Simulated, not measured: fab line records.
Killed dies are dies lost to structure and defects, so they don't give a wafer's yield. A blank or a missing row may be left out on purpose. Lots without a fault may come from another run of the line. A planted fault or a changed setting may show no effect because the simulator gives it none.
The same fault as seen by 2 desks | flow sky130 | each desk has only its own numbers; what lay behind them comes last

== AT THE TOOL OWNER'S DESK: rie-si-02 ==
The tool's own readings at SKY_POLY_GATE_ETCH_17 (etches poly-Si in HBr/Cl2, stops on SiO2, target depth 180 nm, time 70.5 s): means of the sampled wafers that have a number, for each lot that ran on this tool. If a lot's mean is further than 4 standard deviations from the usual mean, the lot is out of limits and carries the mark OUT (the distance appears in the brackets).
Columns: A = HBr_flow_sccm at SKY_POLY_GATE_ETCH_17, usual 149.9 sccm; B = drypump-motor-current-A at SKY_POLY_GATE_ETCH_17, usual 5.6 A; C = oes-product-au at SKY_POLY_GATE_ETCH_17, usual 0.983 a.u.; D = throttle-valve-pct at SKY_POLY_GATE_ETCH_17, usual 33.683 %
lot  | first seen here | A     | B   | C     | D
L924 | day 17 08:30    | 149.2 | 5.7 | 0.981 | 33.689
L925 | day 17 18:59    | 149.8 | 5.6 | 0.975 | 33.692
L927 | day 18 09:28    | 149.8 | 5.6 | 0.995 | 33.690
L937 | day 21 19:26    | 150.0 | 5.6 | 0.988 | 33.683
L939 | day 22 08:55    | 149.8 | 5.7 | 0.984 | 33.680
L941 | day 22 20:36    | 150.6 | 5.6 | 0.983 | 33.688
L943 | day 23 15:50    | 149.7 | 5.6 | 0.976 | 33.687
L945 | day 24 01:34    | 149.9 | 5.6 | 0.979 | 33.688
Result from this desk: across the 8 lots, nothing is out of limits.

== METROLOGY DESK ==
What the gauges read, lot by lot, whatever tool the lot ran on: means of the sampled wafers that have a number. If a lot's mean is further than 4 standard deviations from the usual mean, the lot is out of limits and carries the mark OUT (the distance appears in the brackets).
Columns: A = VT_ADJUST_PCH_TW at SKY_VT_ADJUST_PCH_TW_MEAS_10, usual 142.0; B = SONOS_ONO_CVD_04_THK at SKY_SONOS_ONO_THK_MEAS_05, usual 5.77 nm; C = cd-nm at SKY_SONOS_ONO_CD_MEAS_13, usual 410.2 nm
lot  | first seen here | A     | B    | C
L923 | day 10 17:16    | 141.3 | 5.58 | 411.6
L924 | day 11 08:07    | 143.1 | 5.62 | 411.2
L925 | day 11 09:40    | 140.7 | 5.79 | 410.6
L927 | day 12 06:09    | 141.0 | 5.82 | 411.2
L937 | day 15 00:35    | 141.9 | 5.79 | 412.1
L939 | day 15 12:33    | 141.7 | 5.73 | 406.2
L940 | day 15 16:16    | 144.0 | 5.58 | 413.1
L941 | day 15 22:27    | 142.1 | 5.78 | 411.7
L943 | day 16 18:36    | 141.7 | 5.92 | 411.8
L944 | day 17 00:50    | 143.7 | 5.88 | 406.4
L945 | day 17 04:36    | 143.5 | 5.67 | 411.4
L946 | day 17 14:02    | 143.5 | 5.89 | 410.1
Result from this desk: across the 12 lots, nothing is out of limits.

== ALL TOGETHER ==
Nothing out of limits was seen by the tool owner's desk.
From the metrology desk's view, nothing was out of limits.

== WHAT HAD BEEN PUT IN BY THE SIMULATOR ==
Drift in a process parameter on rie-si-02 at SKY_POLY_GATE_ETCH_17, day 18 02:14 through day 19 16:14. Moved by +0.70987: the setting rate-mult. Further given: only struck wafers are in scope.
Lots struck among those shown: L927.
